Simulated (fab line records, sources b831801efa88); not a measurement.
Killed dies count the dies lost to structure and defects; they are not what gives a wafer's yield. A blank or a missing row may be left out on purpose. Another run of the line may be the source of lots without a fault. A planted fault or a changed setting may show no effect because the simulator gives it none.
Chamber matching -- flow sky130 -- SKY_PASSIVATION_CVD_02 on pecvd-03 has 3 sister chambers
The step deposits Si3N4, target thk 540 nm. 6 wafers are shown with their chamber, then 8 later ones without.

== WAFERS PAIRED WITH THEIR CHAMBERS ==
wafer,chamber,heater_power_w (W)
L470.1,1,823
L471.4,0,752
L473.1,2,766
L473.2,1,914
L473.6,2,797
L474.3,0,767

== WAFERS WITHOUT THEIR CHAMBER ==
wafer,heater_power_w (W)
L474.5,807
L474.6,777
L476.3,862
L476.4,698
L476.6,916
L484.2,808
L484.5,858
L484.6,905

== CHAMBER TAKEN BY EACH ==
wafer,from the rows above,in truth
L474.5,can't be placed: 2 or 0 or 1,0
L474.6,can't be placed: 2 or 0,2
L476.3,can't be placed: 1 or 2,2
L476.4,can't be placed: 0 or 2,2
L476.6,1,1
L484.2,can't be placed: 2 or 0 or 1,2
L484.5,can't be placed: 1 or 2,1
L484.6,1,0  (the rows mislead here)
1 of 8 placed correctly. From these rows, 6 cannot be placed; in 6 the true chamber is one of the candidates. Wrongly placed: 1.
How it was worked out, from the rows above alone: a wafer's distance from a chamber is the root of the sum, over the readings, of the square of ((its reading less the chamber's mean) divided by the reading's scatter). The wafer belongs to the nearest chamber; if the next one is less than 2 further off, it can't be placed. Each chamber's mean is taken over the wafers shown for it. The scatter is the square root of a quotient: the sum, over the shown wafers, of each reading's squared deviation from its chamber's mean, divided by wafers minus chambers.
